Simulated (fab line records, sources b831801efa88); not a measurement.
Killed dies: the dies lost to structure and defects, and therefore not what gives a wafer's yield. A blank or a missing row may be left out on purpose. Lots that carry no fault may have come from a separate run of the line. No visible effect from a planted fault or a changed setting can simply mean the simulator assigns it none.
Which of the tools did it?    flow gf180mcu    12 lots, 36 wafers sampled, at 3 steps of a route of 602

WHAT EACH GAUGE READ, for each wafer
GF_V1_THK_MEAS_03.
lot   measured      on            V1_CVD_02_THK (nm)
L528  day 17 00:12  filmMetro-04  843 844 863
L530  day 17 19:13  filmMetro-03  846 837 866
L531  day 18 00:29  filmMetro-04  830 847 839
L535  day 20 04:43  filmMetro-04  844 838 847
L536  day 20 07:07  filmMetro-03  851 861 858
L537  day 20 16:52  filmMetro-03  835 838 856
L538  day 21 04:04  filmMetro-01  849 829 867
L544  day 23 00:58  filmMetro-03  856 849 849
L546  day 23 13:07  filmMetro-04  841 847 849
L547  day 24 01:20  filmMetro-04  850 858 845
L550  day 24 21:23  filmMetro-04  846 857 864
L551  day 25 02:57  filmMetro-03  835 833 843

WHICH TOOL RAN EACH LOT (tool, then ch and the chambers of the sampled wafers, then the start)
lot   GF_M1_SPUTTER_04             GF_M1_METAL_ETCH_16
L528  pvdSputter-02, day 16 00:43  rieMetal-02 ch 0,1, day 16 23:18
L530  pvdSputter-03, day 16 19:31  rieMetal-02 ch 0,1, day 17 18:21
L531  pvdSputter-02, day 17 00:33  rieMetal-01 ch 0,1, day 17 23:35
L535  pvdSputter-03, day 19 03:43  rieMetal-02 ch 0,1, day 20 03:51
L536  pvdSputter-01, day 19 05:38  rieMetal-04 ch 0,1, day 20 06:14
L537  pvdSputter-03, day 19 16:21  rieMetal-04 ch 0,1, day 20 16:00
L538  pvdSputter-03, day 20 02:52  rieMetal-01 ch 0,1, day 21 03:08
L544  pvdSputter-01, day 22 00:24  rieMetal-04 ch 0,1, day 23 00:05
L546  pvdSputter-01, day 22 13:43  rieMetal-04 ch 0,1, day 23 12:17
L547  pvdSputter-02, day 23 01:51  rieMetal-02 ch 0,1, day 24 00:27
L550  pvdSputter-02, day 23 21:54  rieMetal-01 ch 0,1, day 24 20:32
L551  pvdSputter-03, day 24 04:18  rieMetal-04 ch 0,1, day 25 02:05
- GF_M1_SPUTTER_04: material TiN, target thk 50 nm, time 41.7 s.
- GF_M1_METAL_ETCH_16: etches the open film in Cl2/BCl3, stops on SiO2, target depth 750.8 nm, time 125.1 s.

AS READ BY THE TOOLS THEMSELVES (means over the sampled wafers that have a number; for cases with no such wafer, the mark the record gives instead)
GF_M1_SPUTTER_04.
lot   tool           throttleValvePct (%)
L528  pvdSputter-02  30.6
L530  pvdSputter-03  28.7
L531  pvdSputter-02  31.8
L535  pvdSputter-03  28.8
L536  pvdSputter-01  30.4
L537  pvdSputter-03  29.3
L538  pvdSputter-03  28.6
L544  pvdSputter-01  29.9
L546  pvdSputter-01  30.0
L547  pvdSputter-02  31.1
L550  pvdSputter-02  31.2
L551  pvdSputter-03  29.0

GF_M1_METAL_ETCH_16.
lot   tool         drypumpMotorCurrentA (A)  oesProductAu (a.u.)  throttleValvePct (%)
L528  rieMetal-02  5.7                       0.996                28.231
L530  rieMetal-02  5.7                       0.994                28.232
L531  rieMetal-01  6.1                       0.996                28.228
L535  rieMetal-02  5.7                       0.988                28.226
L536  rieMetal-04  5.6                       0.995                28.228
L537  rieMetal-04  5.8                       0.990                28.227
L538  rieMetal-01  5.8                       0.989                28.235
L544  rieMetal-04  5.8                       0.999                28.231
L546  rieMetal-04  5.8                       0.991                28.232
L547  rieMetal-02  5.5                       0.993                28.233
L550  rieMetal-01  6.1                       0.996                28.223
L551  rieMetal-04  5.6                       0.987                28.231

THE ANSWER, worked out from the rows above alone
Rule: usual is defined by the lots themselves. The widest of any qualifying gaps counts: lots, ordered by their means at a reading, are off when they make up no more than a third of the lots, leave a main group of 4 or more, and stand apart from it by 3 or more times the standard deviation of that group's means. A main group is skipped when, at the precision printed for the reading in the tables above, its means are all equal. Also off: a lot with no number at a reading for which 4 or more lots have one. Any other lot the step has rows for is counted as sound. The gauges are gone through in route order, then the tools' own readings, and for those a lot's mean is taken as printed above. At the first step where some lot is off, the reading lying furthest off is the one used; lots without a number count as furthest.
Across all readings shown, no lot is off: no conclusion can be drawn from this.

WHAT THE SIMULATOR HAD INSERTED
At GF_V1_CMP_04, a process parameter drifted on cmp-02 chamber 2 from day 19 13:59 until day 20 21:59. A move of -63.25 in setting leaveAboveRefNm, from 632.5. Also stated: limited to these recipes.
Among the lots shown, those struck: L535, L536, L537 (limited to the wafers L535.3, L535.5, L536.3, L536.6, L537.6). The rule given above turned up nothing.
